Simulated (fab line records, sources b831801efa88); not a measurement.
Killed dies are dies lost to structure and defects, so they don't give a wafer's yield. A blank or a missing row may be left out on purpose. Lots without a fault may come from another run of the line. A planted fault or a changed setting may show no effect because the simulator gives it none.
Tool commonality check | flow sky130 | 11 lots, 33 wafers sampled

WHY IT WAS OPENED
At SKY_SPACER_THK_MEAS_01 the reading SPACER_CVD_00_THK is flagged on 2 of 11 lots. Wafers without a fault read 43.1 nm, standard deviation 0.35.
Rule: a lot is flagged when every wafer of it that has a number lies more than 4 standard deviations from that mean, or none has a number. The other lots count as sound.

lot  | measured     | on            | SPACER_CVD_00_THK (nm), wafer by wafer | flag
L482 | day 22 21:23 | film_metro-02 | 42.7 42.6 42.8                         |
L483 | day 23 11:16 | film_metro-02 | 43.0 43.1 42.9                         |
L484 | day 23 16:17 | film_metro-03 | 43.0 43.0 42.9                         |
L485 | day 23 20:04 | film_metro-02 | 42.7 43.2 43.1                         |
L486 | day 24 18:47 | film_metro-03 | 43.2 43.1 43.4                         |
L488 | day 25 09:37 | film_metro-03 | 42.5 42.9 42.7                         |
L490 | day 26 00:56 | film_metro-02 | 42.9 43.3 43.0                         |
L491 | day 26 06:05 | film_metro-03 | 43.0 43.3 42.9                         |
L493 | day 26 23:53 | film_metro-03 | 43.7 43.9 43.8                         |
L501 | day 29 18:53 | film_metro-02 | 56.5 56.5 56.7                         | FLAGGED
L502 | day 29 23:35 | film_metro-01 | 56.0 55.8 56.0                         | FLAGGED
The numbers of the flagged lots are 56.2 nm on average: +13.1 nm against the usual, or +38 standard deviations.

WHICH TOOL RAN EACH LOT
The record holds 1 process step before the reading, out of a route of 708 steps. In each cell: the tool, then ch and the chambers that the sampled wafers went through, then the start.
lot  | flag    | SKY_SPACER_CVD_00
L482 |         | lpcvd-02 ch 0, day 22 19:34
L483 |         | lpcvd-02 ch 0, day 23 10:02
L484 |         | lpcvd-02 ch 0, day 23 15:05
L485 |         | lpcvd-02 ch 0, day 23 18:50
L486 |         | lpcvd-02 ch 0, day 24 17:34
L488 |         | lpcvd-02 ch 1, day 25 08:23
L490 |         | lpcvd-02 ch 1, day 25 23:42
L491 |         | lpcvd-02 ch 1, day 26 04:53
L493 |         | lpcvd-02 ch 0, day 26 22:41
L501 | FLAGGED | lpcvd-02 ch 0, day 29 17:03
L502 | FLAGGED | lpcvd-02 ch 0, day 29 22:23
What these steps do:
- SKY_SPACER_CVD_00: deposits Si3N4 from DCS/NH3, target thk 43.1 nm, time 740 s.
- SKY_SPACER_THK_MEAS_01

FLAGGED OVER TOTAL, TOOL BY TOOL (the gauges that took the reading come last)
step                   | tool          | lots run | flagged | share of the flagged lots | sound lots run after its first flagged lot
SKY_SPACER_CVD_00      | lpcvd-02      | 11       | 2       | all                       | 0
SKY_SPACER_THK_MEAS_01 | film_metro-01 | 1        | 1       | some                      | 0
SKY_SPACER_THK_MEAS_01 | film_metro-02 | 5        | 1       | some                      | 0
SKY_SPACER_THK_MEAS_01 | film_metro-03 | 5        | 0       | none                      | -

WHAT THE TABLE ALLOWS
1 row of the table ran every flagged lot: lpcvd-02 at SKY_SPACER_CVD_00.
- lpcvd-02 at SKY_SPACER_CVD_00: 2 of its 11 lots flagged. Its last sound lot is L493 (day 26 22:41), its first flagged lot L501 (day 29 17:03): a fault that began between those two fits.
One tool is left: lpcvd-02 at SKY_SPACER_CVD_00.

WHAT THE SIMULATOR HAD PUT IN
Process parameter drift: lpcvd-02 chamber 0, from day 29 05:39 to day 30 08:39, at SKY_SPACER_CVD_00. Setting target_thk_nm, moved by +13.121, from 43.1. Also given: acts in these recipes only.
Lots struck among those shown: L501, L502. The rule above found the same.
